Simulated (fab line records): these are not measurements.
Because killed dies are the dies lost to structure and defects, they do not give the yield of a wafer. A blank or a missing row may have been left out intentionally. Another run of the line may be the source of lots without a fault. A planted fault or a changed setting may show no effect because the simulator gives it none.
Which tool is to blame?    flow gf180mcu    13 lots, 39 wafers sampled, at 5 steps of a route of 602

== WHAT THE GAUGES READ, wafer by wafer ==
GF_LVPWELL_OVL_MEAS_07.
lot   measured     on          LVPWELL_OVL (nm)
L735  day 4 06:32  overlay-01  0.1 0.9 -1.1
L736  day 4 06:54  overlay-02  0.9 2.8 1.0
L739  day 4 23:02  overlay-02  2.8 4.0 3.4
L745  day 6 07:50  overlay-01  0.2 -2.0 0.0
L747  day 6 17:08  overlay-01  -1.2 -2.0 -0.9
L748  day 7 00:25  overlay-02  -0.6 0.1 0.3
L749  day 7 06:25  overlay-01  -1.7 -0.3 -2.4
L752  day 7 22:43  overlay-01  1.3 -0.1 1.1
L753  day 8 04:50  overlay-01  -2.8 -1.9 -2.1
L754  day 8 09:25  overlay-02  -0.1 0.2 0.0
L755  day 8 16:28  overlay-02  0.7 1.9 1.7
L756  day 8 20:41  overlay-02  2.3 2.7 1.3
L757  day 9 03:44  overlay-02  2.3 1.8 1.7

GF_VT_IMPLANT_OVL_MEAS_07.
lot   measured      on          VT_IMPLANT_OVL (nm)
L735  day 6 03:04   overlay-01  0.8 1.1 0.0
L736  day 6 04:45   overlay-01  -1.5 -0.3 -2.6
L739  day 6 21:35   overlay-02  1.2 2.1 2.0
L745  day 8 09:35   overlay-01  -1.5 -0.7 -0.8
L747  day 8 19:41   overlay-02  1.6 2.8 4.4
L748  day 9 04:07   overlay-01  -1.9 -1.4 -1.3
L749  day 9 10:47   overlay-02  0.3 1.4 0.1
L752  day 10 05:31  overlay-02  0.5 0.5 -0.6
L753  day 10 11:08  overlay-02  0.8 1.3 1.3
L754  day 10 16:37  overlay-01  -0.7 -0.4 1.2
L755  day 10 23:43  overlay-02  1.1 0.7 0.0
L756  day 11 03:34  overlay-01  -1.4 0.0 0.0
L757  day 11 12:08  overlay-02  3.6 2.8 2.1

GF_VT_IMPLANT_RS_MEAS_46: the measuring method here is four-point-probe.
lot   measured      on            MVSD_RS (ohm/sq)
L735  day 8 03:17   filmMetro-01  457.1 459.2 457.0
L736  day 8 06:38   filmMetro-03  457.3 456.5 457.0
L739  day 9 01:11   filmMetro-01  457.1 458.2 457.8
L745  day 10 16:14  filmMetro-03  456.5 457.2 457.9
L747  day 11 03:44  filmMetro-04  457.7 458.5 457.2
L748  day 11 11:37  filmMetro-03  457.9 458.5 459.4
L749  day 11 18:37  filmMetro-04  458.4 459.2 457.1
L752  day 12 15:31  filmMetro-04  456.5 459.2 458.5
L753  day 12 20:40  filmMetro-03  457.2 457.0 457.4
L754  day 13 02:31  filmMetro-04  459.1 458.5 459.6
L755  day 13 09:52  filmMetro-04  456.9 457.2 457.8
L756  day 13 16:27  filmMetro-04  458.2 459.0 456.9
L757  day 14 01:35  filmMetro-01  457.7 457.5 457.7

GF_VT_IMPLANT_RS_MEAS_48: the measuring method here is four-point-probe.
lot   measured      on            LVPWELL_RS (ohm/sq)
L735  day 8 03:32   filmMetro-01  1196.3 1197.1 1197.0
L736  day 8 06:52   filmMetro-03  1192.0 1196.1 1197.1
L739  day 9 01:26   filmMetro-01  1201.1 1205.7 1203.2
L745  day 10 16:29  filmMetro-03  1201.8 1201.3 1244.2
L747  day 11 03:59  filmMetro-04  1200.1 1195.5 1199.0
L748  day 11 11:52  filmMetro-03  1194.5 1194.3 1196.0
L749  day 11 18:52  filmMetro-04  1202.7 1201.2 1196.8
L752  day 12 15:46  filmMetro-04  1201.7 1204.8 1201.2
L753  day 12 20:54  filmMetro-03  1192.1 1194.0 1194.8
L754  day 13 02:46  filmMetro-04  1198.3 1199.5 1194.1
L755  day 13 10:07  filmMetro-04  1195.1 1196.4 1195.9
L756  day 13 16:41  filmMetro-04  1199.6 1199.3 1200.8
L757  day 14 01:50  filmMetro-01  1197.1 1200.2 1199.4

== WHICH TOOL RAN EACH LOT (tool, then ch and the chambers of the sampled wafers, then the start) ==
lot   GF_LVPWELL_IMPLANT_09
L735  implanter-04 ch 0, day 4 06:44
L736  implanter-03 ch 0, day 4 07:08
L739  implanter-04 ch 0, day 4 23:14
L745  implanter-03 ch 0, day 6 08:02
L747  implanter-02 ch 0, day 6 17:20
L748  implanter-02 ch 0, day 7 00:37
L749  implanter-04 ch 0, day 7 06:37
L752  implanter-02 ch 0, day 7 22:55
L753  implanter-04 ch 0, day 8 05:04
L754  implanter-02 ch 0, day 8 09:37
L755  implanter-04 ch 0, day 8 16:40
L756  implanter-04 ch 0, day 8 20:52
L757  implanter-04 ch 0, day 9 03:56
- GF_LVPWELL_IMPLANT_09

== AS READ BY THE TOOLS THEMSELVES (means over the sampled wafers that have a number; for cases with no such wafer, the mark the record gives instead) ==
The record holds no such reading with a usual standard deviation.

== THE ANSWER, worked out from the rows above alone ==
Rule: what is usual is taken from the lots themselves. Put in order of their means at a reading, lots are off if they are a third of the lots or fewer, leave a main group of 4 or more, and stand apart from it by a gap of 3 or more times the standard deviation of the main group's means; of several such gaps the widest counts. If all means in a main group match to the digits the tables above print for the reading, that group is not used. Also off: a lot with no number at a reading for which 4 or more lots have one. Any other lot the step has rows for is counted as sound. The gauges are gone through in route order, then the tools' own readings, and for those a lot's mean is taken as printed above. The first step at which some lot is off is used, and at that step the reading that is off furthest; a lot without a number counts as furthest.
Off: at GF_VT_IMPLANT_RS_MEAS_48 (LVPWELL_RS), L745. For the main group the mean is 1198.1 ohm/sq and the standard deviation 2.9.
A tool fits if, at a process step before that reading, it ran every lot that is off, and no sound lot after the first of them. The gauges at GF_VT_IMPLANT_RS_MEAS_48 are tried like those tools. One fits: GF_LVPWELL_IMPLANT_09 on implanter-03. A fault onset in the window from L736 (day 4 07:08, its last sound lot) to L745 (day 6 08:02, its first lot off) fits.

== WHAT HAD BEEN PUT IN BY THE SIMULATOR ==
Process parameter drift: implanter-03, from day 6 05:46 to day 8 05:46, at GF_LVPWELL_IMPLANT_09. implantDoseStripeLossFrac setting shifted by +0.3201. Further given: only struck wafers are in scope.
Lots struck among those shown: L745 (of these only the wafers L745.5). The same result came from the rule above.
